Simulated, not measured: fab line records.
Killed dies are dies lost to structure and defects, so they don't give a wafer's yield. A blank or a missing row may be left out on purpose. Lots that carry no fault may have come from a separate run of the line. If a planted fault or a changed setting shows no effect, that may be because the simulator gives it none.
What tool caused it? :: flow sky130 :: 13 lots, 39 wafers sampled, at 2 steps of a route of 708

== WHAT THE GAUGES READ, wafer by wafer ==
No reading from a measuring or inspecting step in the record can be judged against a usual standard deviation.

== TOOL THAT RAN EACH LOT (tool first, then ch and the chambers of the sampled wafers, then the start) ==
lot: L338
SKY_SONOS_ONO_STRIP_17: plasma asher-03 ch 0,1, day 12 08:04
SKY_PAD_OPEN_PROBE_99: -

lot: L339
SKY_SONOS_ONO_STRIP_17: plasma asher-04 ch 0,1, day 12 12:20
SKY_PAD_OPEN_PROBE_99: -

lot: L341
SKY_SONOS_ONO_STRIP_17: plasma asher-02 ch 0,1, day 13 04:35
SKY_PAD_OPEN_PROBE_99: -

lot: L342
SKY_SONOS_ONO_STRIP_17: plasma asher-04 ch 0,1, day 13 14:59
SKY_PAD_OPEN_PROBE_99: -

lot: L343
SKY_SONOS_ONO_STRIP_17: plasma asher-03 ch 1, day 13 21:20
SKY_PAD_OPEN_PROBE_99: -

lot: L344
SKY_SONOS_ONO_STRIP_17: plasma asher-04 ch 0,1, day 14 04:06
SKY_PAD_OPEN_PROBE_99: -

lot: L345
SKY_SONOS_ONO_STRIP_17: plasma asher-02 ch 1, day 14 13:56
SKY_PAD_OPEN_PROBE_99: prober-01, day 47 08:10

lot: L348
SKY_SONOS_ONO_STRIP_17: plasma asher-03 ch 0,1, day 15 13:56
SKY_PAD_OPEN_PROBE_99: -

lot: L355
SKY_SONOS_ONO_STRIP_17: plasma asher-04 ch 0,1, day 17 21:23
SKY_PAD_OPEN_PROBE_99: -

lot: L357
SKY_SONOS_ONO_STRIP_17: plasma asher-04 ch 0,1, day 18 09:00
SKY_PAD_OPEN_PROBE_99: prober-01, day 50 06:36

lot: L359
SKY_SONOS_ONO_STRIP_17: plasma asher-02 ch 1, day 19 08:53
SKY_PAD_OPEN_PROBE_99: -

lot: L360
SKY_SONOS_ONO_STRIP_17: plasma asher-04 ch 0,1, day 19 16:17
SKY_PAD_OPEN_PROBE_99: -

lot: L361
SKY_SONOS_ONO_STRIP_17: plasma asher-04 ch 0,1, day 20 00:14
SKY_PAD_OPEN_PROBE_99: -
- SKY_SONOS_ONO_STRIP_17: strips in O2/N2.
- SKY_PAD_OPEN_PROBE_99

== WHAT THE TOOLS THEMSELVES READ (means of the sampled wafers that have a number; where no wafer has one, the mark that the record gives instead) ==
SKY_SONOS_ONO_STRIP_17. Usual: drypump motor current A 5.7 A, standard deviation 0.35; oes product au 0.710 a.u., standard deviation 0.0046; strip time to endpoint s 14.11 s, standard deviation 0.04.
lot: L338
tool: plasma asher-03
drypump motor current A (A): 5.7
oes product au (a.u.): 0.714
strip time to endpoint s (s): 14.12
flag: 

lot: L339
tool: plasma asher-04
drypump motor current A (A): 5.8
oes product au (a.u.): 0.712
strip time to endpoint s (s): 14.08
flag: 

lot: L341
tool: plasma asher-02
drypump motor current A (A): 5.7
oes product au (a.u.): 0.714
strip time to endpoint s (s): 14.08
flag: 

lot: L342
tool: plasma asher-04
drypump motor current A (A): 5.5
oes product au (a.u.): 0.711
strip time to endpoint s (s): 14.08
flag: 

lot: L343
tool: plasma asher-03
drypump motor current A (A): 5.7
oes product au (a.u.): 0.712
strip time to endpoint s (s): 14.16
flag: 

lot: L344
tool: plasma asher-04
drypump motor current A (A): 5.8
oes product au (a.u.): 0.713
strip time to endpoint s (s): 14.09
flag: 

lot: L345
tool: plasma asher-02
drypump motor current A (A): 5.4
oes product au (a.u.): 0.921
strip time to endpoint s (s): -
flag: OFF

lot: L348
tool: plasma asher-03
drypump motor current A (A): 5.8
oes product au (a.u.): 0.711
strip time to endpoint s (s): 14.15
flag: 

lot: L355
tool: plasma asher-04
drypump motor current A (A): 5.5
oes product au (a.u.): 0.715
strip time to endpoint s (s): 14.15
flag: 

lot: L357
tool: plasma asher-04
drypump motor current A (A): 5.8
oes product au (a.u.): 0.711
strip time to endpoint s (s): 14.19
flag: 

lot: L359
tool: plasma asher-02
drypump motor current A (A): 5.4
oes product au (a.u.): 0.706
strip time to endpoint s (s): 14.13
flag: 

lot: L360
tool: plasma asher-04
drypump motor current A (A): 5.8
oes product au (a.u.): 0.714
strip time to endpoint s (s): 14.11
flag: 

lot: L361
tool: plasma asher-04
drypump motor current A (A): 5.5
oes product au (a.u.): 0.712
strip time to endpoint s (s): 14.12
flag: 

SKY_PAD_OPEN_PROBE_99. Usual: killed_at_M0_to_M3 42, standard deviation 7.4; killed_at_M4_up 3.4, standard deviation 1.8; killed at contacts 25, standard deviation 5.4; killed at front end 15, standard deviation 4.4; killed at other 0.2, standard deviation 0.52; killed dies 86, standard deviation 9.3; killed on rim 17, standard deviation 3.9; killed open 47, standard deviation 7.6; killed short 39, standard deviation 6.5.
lot: L345
tool: prober-01
killed_at_M0_to_M3: 45
killed_at_M4_up: 2.3
killed at contacts: 28
killed at front end: 417
killed at other: 0.0
killed dies: 492
killed on rim: 96
killed open: 50
killed short: 44
flag: OFF

lot: L357
tool: prober-01
killed_at_M0_to_M3: 37
killed_at_M4_up: 3.0
killed at contacts: 27
killed at front end: 15
killed at other: 0.7
killed dies: 83
killed on rim: 14
killed open: 41
killed short: 41
flag: 

== THE ANSWER, worked out from the rows above alone ==
Rule: a lot counts as off when the mean over its wafers that have a number is more than 3 standard deviations away from the usual mean. Also off: a lot with no number at a reading for which 4 or more lots have one. Where the step has rows for the other lots, those lots are counted as sound. First the gauges in route order, then the tools' own readings, where a lot's mean is used as printed above. The first step at which some lot is off is used, and at that step the reading that is off furthest; a lot without a number counts as furthest.
Off, at SKY_SONOS_ONO_STRIP_17 on strip time to endpoint s: L345. Without a number there: L345.
A tool fits if, at that step or a process step before it, it ran every lot that is off, and no sound lot after the first of them. None of those tried fits.

== WHAT WAS PUT IN BY THE SIMULATOR ==
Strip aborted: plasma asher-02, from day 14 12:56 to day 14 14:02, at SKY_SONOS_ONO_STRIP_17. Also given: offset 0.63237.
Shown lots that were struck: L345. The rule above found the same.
